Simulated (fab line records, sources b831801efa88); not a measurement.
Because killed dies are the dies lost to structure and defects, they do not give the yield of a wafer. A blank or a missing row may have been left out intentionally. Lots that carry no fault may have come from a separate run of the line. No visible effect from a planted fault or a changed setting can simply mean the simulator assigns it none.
Which tool was responsible? -- flow gf180mcu -- 10 lots with 30 wafers sampled at 6 steps, on a route of 602 steps

== WHAT EACH GAUGE READ, for each wafer ==
GF_HV_LDD_TW_MEAS_38. Usual: HV_LDD_3_TW 1452, standard deviation 11.
lot,measured,on,HV_LDD_3_TW,flag
L701,day 12 21:28,film-metro-04,1465 1468 1461,
L704,day 13 03:35,film-metro-04,1456 1459 1452,
L703,day 13 07:17,film-metro-04,1556 1552 1543 1554 1554 1560,OFF
L705,day 13 12:37,film-metro-03,1569 1565 1562 1562 1569 1564,OFF
L713,day 16 14:25,film-metro-04,1461 1460 1463,
L714,day 16 16:40,film-metro-03,1454 1451 1452,
L715,day 17 03:49,film-metro-03,1459 1459 1453,
L716,day 17 05:03,film-metro-01,1439 1433 1442,
L717,day 17 13:11,film-metro-03,1462 1455 1450,
L720,day 18 13:47,film-metro-03,1453 1458 1448,

GF_HV_LDD_RS_MEAS_53: the measuring method here is four-point-probe. Usual: HV_LDD_RS 418.7 ohm/sq, standard deviation 0.9.
lot,measured,on,HV_LDD_RS (ohm/sq),flag
L701,day 13 18:08,film-metro-01,419.5 419.0 419.1,
L704,day 14 01:02,film-metro-01,419.1 418.8 418.9,
L703,day 14 03:58,film-metro-03,401.9 402.5 402.8 402.5 402.8 402.6,OFF
L705,day 14 08:59,film-metro-03,403.2 402.8 403.8 402.3 402.5 403.5,OFF
L713,day 17 13:13,film-metro-04,418.4 419.1 418.6,
L714,day 17 15:12,film-metro-01,419.5 419.2 420.5,
L715,day 18 02:38,film-metro-01,417.9 419.5 419.0,
L716,day 18 03:32,film-metro-04,419.7 419.7 418.5,
L717,day 18 12:16,film-metro-03,418.9 419.6 419.2,
L720,day 19 12:43,film-metro-03,417.4 418.3 417.6,

== WHAT TOOL EACH LOT RAN ON (gives the tool, then ch and the chambers of the sampled wafers, and finally the start) ==
lot,GF_HV_LDD_STRIP_22,GF_HV_LDD_IMPLANT_35,GF_HV_LDD_STRIP_37,GF_HV_LDD_STRIP_49
L701,"plasma-asher-02 ch 0,1, day 12 01:26","implanter-03 ch 0, day 12 21:04","plasma-asher-04 ch 0,1, day 12 21:21","plasma-asher-02 ch 0,1, day 13 17:50"
L704,"plasma-asher-04 ch 0,1, day 12 06:41","implanter-03 ch 0, day 13 03:11","plasma-asher-02 ch 0,1, day 13 03:29","plasma-asher-03 ch 0,1, day 14 00:46"
L703,"plasma-asher-02 ch 1, day 12 10:36","implanter-03 ch 0, day 13 06:53","plasma-asher-04 ch 0,1, day 13 07:11","plasma-asher-04 ch 0,1, day 14 03:41"
L705,"plasma-asher-04 ch 1, day 12 15:30","implanter-03 ch 0, day 13 12:13","plasma-asher-04 ch 0,1, day 13 12:31","plasma-asher-04 ch 0, day 14 08:43"
L713,"plasma-asher-03 ch 0,1, day 15 16:05","implanter-03 ch 0, day 16 14:01","plasma-asher-03 ch 0,1, day 16 14:19","plasma-asher-03 ch 0,1, day 17 12:56"
L714,"plasma-asher-04 ch 0,1, day 15 18:01","implanter-02 ch 0, day 16 16:16","plasma-asher-02 ch 0,1, day 16 16:33","plasma-asher-03 ch 0,1, day 17 14:54"
L715,"plasma-asher-03 ch 0,1, day 16 05:35","implanter-02 ch 0, day 17 03:25","plasma-asher-03 ch 0,1, day 17 03:43","plasma-asher-03 ch 0,1, day 18 02:21"
L716,"plasma-asher-03 ch 0,1, day 16 07:08","implanter-03 ch 0, day 17 04:40","plasma-asher-03 ch 0,1, day 17 04:56","plasma-asher-02 ch 0,1, day 18 03:14"
L717,"plasma-asher-04 ch 0,1, day 16 14:10","implanter-03 ch 0, day 17 12:47","plasma-asher-04 ch 0,1, day 17 13:05","plasma-asher-02 ch 0,1, day 18 11:59"
L720,"plasma-asher-02 ch 1, day 17 14:36","implanter-03 ch 0, day 18 13:23","plasma-asher-02 ch 0,1, day 18 13:41","plasma-asher-03 ch 0,1, day 19 12:26"
- GF_HV_LDD_STRIP_22: strips in O2/N2.
- GF_HV_LDD_IMPLANT_35
- GF_HV_LDD_STRIP_37: strips in O2/N2.
- GF_HV_LDD_STRIP_49: strips in O2/N2.

== AS READ BY THE TOOLS THEMSELVES (means over the sampled wafers that have a number; for cases with no such wafer, the mark the record gives instead) ==
GF_HV_LDD_STRIP_22. Usual: drypump-motor-current-A 5.7 A, standard deviation 0.44; heater-power-w 338 W, standard deviation 44; n2-flow-sccm 300.1 sccm, standard deviation 0.88; oes-product-au 0.716 a.u., standard deviation 0.0043; strip-time-to-endpoint-s 12.63 s, standard deviation 0.036.
lot,tool,drypump-motor-current-A (A),heater-power-w (W),n2-flow-sccm (sccm),oes-product-au (a.u.),strip-time-to-endpoint-s (s),flag
L701,plasma-asher-02,5.4,370,300.3,0.716,12.60,
L704,plasma-asher-04,5.9,324,300.6,0.716,12.60,
L703,plasma-asher-02,5.6,302,299.6,0.718,12.60,
L705,plasma-asher-04,5.5,293,300.1,0.715,12.65,
L713,plasma-asher-03,5.5,329,300.0,0.715,12.66,
L714,plasma-asher-04,5.9,328,299.3,0.718,12.61,
L715,plasma-asher-03,5.5,336,299.9,0.712,12.58,
L716,plasma-asher-03,5.5,334,300.0,0.717,12.59,
L717,plasma-asher-04,6.2,355,299.5,0.714,12.69,
L720,plasma-asher-02,5.7,299,300.5,0.712,12.64,

GF_HV_LDD_IMPLANT_35. Usual: dose-ions-cm2 7.499e+12, standard deviation 7.6e+09; faraday-current-uA 42.3, standard deviation 0.79.
lot,tool,dose-ions-cm2,faraday-current-uA,flag
L701,implanter-03,7.497e+12,41.7,
L704,implanter-03,7.509e+12,42.4,
L703,implanter-03,1.424e+13,80.7,OFF
L705,implanter-03,1.425e+13,81.4,OFF
L713,implanter-03,7.492e+12,41.9,
L714,implanter-02,7.500e+12,42.1,
L715,implanter-02,7.496e+12,42.4,
L716,implanter-03,7.492e+12,42.4,
L717,implanter-03,7.500e+12,41.9,
L720,implanter-03,7.502e+12,41.6,

GF_HV_LDD_STRIP_37. Usual: drypump-motor-current-A 5.6 A, standard deviation 0.4; heater-power-w 339 W, standard deviation 44; n2-flow-sccm 300.0 sccm, standard deviation 0.88; oes-product-au 0.716 a.u., standard deviation 0.0046; strip-time-to-endpoint-s 12.62 s, standard deviation 0.035.
lot,tool,drypump-motor-current-A (A),heater-power-w (W),n2-flow-sccm (sccm),oes-product-au (a.u.),strip-time-to-endpoint-s (s),flag
L701,plasma-asher-04,6.2,361,299.8,0.716,12.61,
L704,plasma-asher-02,5.5,335,300.3,0.713,12.65,
L703,plasma-asher-04,5.9,320,299.8,0.717,12.61,
L705,plasma-asher-04,6.2,362,300.4,0.719,12.61,
L713,plasma-asher-03,5.5,330,299.1,0.715,12.65,
L714,plasma-asher-02,5.5,329,299.4,0.716,12.62,
L715,plasma-asher-03,5.5,317,299.0,0.716,12.62,
L716,plasma-asher-03,5.5,336,300.0,0.716,12.60,
L717,plasma-asher-04,6.2,350,300.3,0.720,12.66,
L720,plasma-asher-02,5.4,364,299.1,0.713,12.68,

GF_HV_LDD_STRIP_49. Usual: drypump-motor-current-A 5.6 A, standard deviation 0.4; heater-power-w 337 W, standard deviation 42; n2-flow-sccm 300.0 sccm, standard deviation 0.86; oes-product-au 0.716 a.u., standard deviation 0.0051; strip-time-to-endpoint-s 12.627 s, standard deviation 0.028.
lot,tool,drypump-motor-current-A (A),heater-power-w (W),n2-flow-sccm (sccm),oes-product-au (a.u.),strip-time-to-endpoint-s (s),flag
L701,plasma-asher-02,5.4,366,299.0,0.717,12.642,
L704,plasma-asher-03,5.5,316,300.4,0.717,12.623,
L703,plasma-asher-04,6.2,354,299.6,0.717,12.625,
L705,plasma-asher-04,6.6,389,300.2,0.712,12.607,
L713,plasma-asher-03,5.5,331,300.2,0.717,12.624,
L714,plasma-asher-03,5.5,330,300.6,0.717,12.624,
L715,plasma-asher-03,5.5,322,299.6,0.712,12.628,
L716,plasma-asher-02,5.5,334,299.7,0.715,12.677,
L717,plasma-asher-02,5.4,363,300.5,0.721,12.614,
L720,plasma-asher-03,5.5,331,299.3,0.717,12.624,

== THE ANSWER, worked out from the rows above alone ==
Rule: take the mean of a lot's wafers that have a number; if it is more than 3 standard deviations from the usual mean, the lot is off. A lot without any number at a reading at which 4 lots or more have one is off too. All remaining lots with rows at the step are treated as sound. Order of review: gauges by route order, followed by the tools' own readings, for which a lot's mean as printed above is used. At the first step where some lot is off, the reading lying furthest off is the one used; lots without a number count as furthest.
Off: L703, L705, at GF_HV_LDD_TW_MEAS_38 (HV_LDD_3_TW).
If a tool, at a process step before that reading, ran all the lots that are off and no sound lot after the first of them, it fits. The gauges at GF_HV_LDD_TW_MEAS_38 aren't tried: what is off there is off at GF_HV_LDD_IMPLANT_35 too, on other tools, and a gauge's error can't cause that. None of those tried fits.

== WHAT THE SIMULATOR PUT IN ==
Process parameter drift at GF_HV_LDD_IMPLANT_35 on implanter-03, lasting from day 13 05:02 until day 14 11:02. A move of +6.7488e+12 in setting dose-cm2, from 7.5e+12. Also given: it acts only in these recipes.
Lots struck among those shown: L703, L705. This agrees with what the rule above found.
